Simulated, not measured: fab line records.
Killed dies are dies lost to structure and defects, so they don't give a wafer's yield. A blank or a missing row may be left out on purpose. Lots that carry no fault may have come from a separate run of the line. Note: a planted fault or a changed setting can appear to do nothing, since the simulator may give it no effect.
Commonality check across tools :: flow sky130 :: 13 lots and 39 wafers in the sample

== WHAT PROMPTED THE OPENING ==
Flagged at SKY_LI_CONTACT_CD_MEAS_12: reading cd_nm, on 1 of 13 lots. Fault-free wafers read 170.0 nm, with a standard deviation of 1.5.
Rule: flag the lot when none of its wafers has a number, or when each of its wafers that has one lies beyond 4 standard deviations from that mean. The other lots count as sound.

lot: L316
measured: day 28 20:32
on: cd_sem-02
cd_nm (nm), wafer by wafer: 167.6 168.3 166.4
flag: 

lot: L317
measured: day 29 12:06
on: cd_sem-01
cd_nm (nm), wafer by wafer: 170.3 168.2 168.8
flag: 

lot: L318
measured: day 29 16:17
on: cd_sem-02
cd_nm (nm), wafer by wafer: 170.9 170.6 170.7
flag: 

lot: L319
measured: day 30 08:05
on: cd_sem-01
cd_nm (nm), wafer by wafer: 168.9 166.9 168.3
flag: 

lot: L320
measured: day 30 12:38
on: cd_sem-02
cd_nm (nm), wafer by wafer: 170.1 171.4 170.0
flag: 

lot: L322
measured: day 31 04:49
on: cd_sem-01
cd_nm (nm), wafer by wafer: 169.9 170.3 169.4
flag: 

lot: L324
measured: day 32 01:11
on: cd_sem-02
cd_nm (nm), wafer by wafer: 167.1 169.0 168.4
flag: 

lot: L326
measured: day 32 16:54
on: cd_sem-01
cd_nm (nm), wafer by wafer: 171.9 172.8 170.6
flag: 

lot: L328
measured: day 33 07:10
on: cd_sem-02
cd_nm (nm), wafer by wafer: 133.8 136.1 135.5
flag: FLAGGED

lot: L330
measured: day 34 00:01
on: cd_sem-02
cd_nm (nm), wafer by wafer: 170.4 172.3 170.2
flag: 

lot: L337
measured: day 36 03:41
on: cd_sem-01
cd_nm (nm), wafer by wafer: 172.3 174.2 172.5
flag: 

lot: L338
measured: day 36 06:31
on: cd_sem-01
cd_nm (nm), wafer by wafer: 168.1 169.5 168.1
flag: 

lot: L339
measured: day 36 11:26
on: cd_sem-01
cd_nm (nm), wafer by wafer: 169.7 170.0 169.7
flag: 
The mean of the flagged lots' numbers is 135.1 nm, -34.9 nm from the usual (-23 standard deviations).

== WHICH TOOL RAN EACH LOT ==
The record holds 1 process step before the reading, out of a route of 708 steps. Every cell lists first the tool, next ch and the chambers used by the sampled wafers, and last the start.
lot: L316
flag: 
SKY_LI_CONTACT_EXPOSE_09: krf_scanner-01 ch 0, day 28 06:33

lot: L317
flag: 
SKY_LI_CONTACT_EXPOSE_09: krf_scanner-02 ch 0, day 28 23:01

lot: L318
flag: 
SKY_LI_CONTACT_EXPOSE_09: krf_scanner-02 ch 0, day 29 02:55

lot: L319
flag: 
SKY_LI_CONTACT_EXPOSE_09: krf_scanner-02 ch 0, day 29 17:41

lot: L320
flag: 
SKY_LI_CONTACT_EXPOSE_09: krf_scanner-01 ch 0, day 29 22:37

lot: L322
flag: 
SKY_LI_CONTACT_EXPOSE_09: krf_scanner-01 ch 0, day 30 14:05

lot: L324
flag: 
SKY_LI_CONTACT_EXPOSE_09: krf_scanner-02 ch 0, day 31 11:59

lot: L326
flag: 
SKY_LI_CONTACT_EXPOSE_09: krf_scanner-02 ch 0, day 32 03:21

lot: L328
flag: FLAGGED
SKY_LI_CONTACT_EXPOSE_09: krf_scanner-02 ch 0, day 32 18:37

lot: L330
flag: 
SKY_LI_CONTACT_EXPOSE_09: krf_scanner-02 ch 0, day 33 10:46

lot: L337
flag: 
SKY_LI_CONTACT_EXPOSE_09: krf_scanner-02 ch 0, day 35 13:49

lot: L338
flag: 
SKY_LI_CONTACT_EXPOSE_09: krf_scanner-02 ch 0, day 35 17:14

lot: L339
flag: 
SKY_LI_CONTACT_EXPOSE_09: krf_scanner-01 ch 0, day 35 23:05
What the steps here do:
- SKY_LI_CONTACT_EXPOSE_09: exposes mask LICM1, target cd 170 nm.
- SKY_LI_CONTACT_CD_MEAS_12: target cd 170 nm.

== FLAGGED OVER TOTAL, TOOL BY TOOL (the gauges that took the reading come last) ==
step: SKY_LI_CONTACT_EXPOSE_09
tool: krf_scanner-01
lots run: 4
flagged: 0
share of the flagged lots: none
sound lots run after its first flagged lot: -

step: SKY_LI_CONTACT_EXPOSE_09
tool: krf_scanner-02
lots run: 9
flagged: 1
share of the flagged lots: all
sound lots run after its first flagged lot: 3 (L330,L337,L338)

step: SKY_LI_CONTACT_CD_MEAS_12
tool: cd_sem-01
lots run: 7
flagged: 0
share of the flagged lots: none
sound lots run after its first flagged lot: -

step: SKY_LI_CONTACT_CD_MEAS_12
tool: cd_sem-02
lots run: 6
flagged: 1
share of the flagged lots: all
sound lots run after its first flagged lot: 1 (L330)

== WHAT THE TABLE PERMITS ==
In 2 table rows, all flagged lots were run: krf_scanner-02 (SKY_LI_CONTACT_EXPOSE_09), cd_sem-02 (SKY_LI_CONTACT_CD_MEAS_12).
- krf_scanner-02 at SKY_LI_CONTACT_EXPOSE_09 ran 9 lots, 1 of them flagged. Sound lots ran on it after the first flagged one (L330, L337, L338), which a lasting fault on the whole tool wouldn't allow.
- cd_sem-02 at SKY_LI_CONTACT_CD_MEAS_12 ran 6 lots, 1 of them flagged. Sound lots ran on it after the first flagged one (L330), which a lasting fault on the whole tool wouldn't allow.
There is no row in the table that ran each flagged lot and no sound lot after the first.

== WHAT WAS PUT IN BY THE SIMULATOR ==
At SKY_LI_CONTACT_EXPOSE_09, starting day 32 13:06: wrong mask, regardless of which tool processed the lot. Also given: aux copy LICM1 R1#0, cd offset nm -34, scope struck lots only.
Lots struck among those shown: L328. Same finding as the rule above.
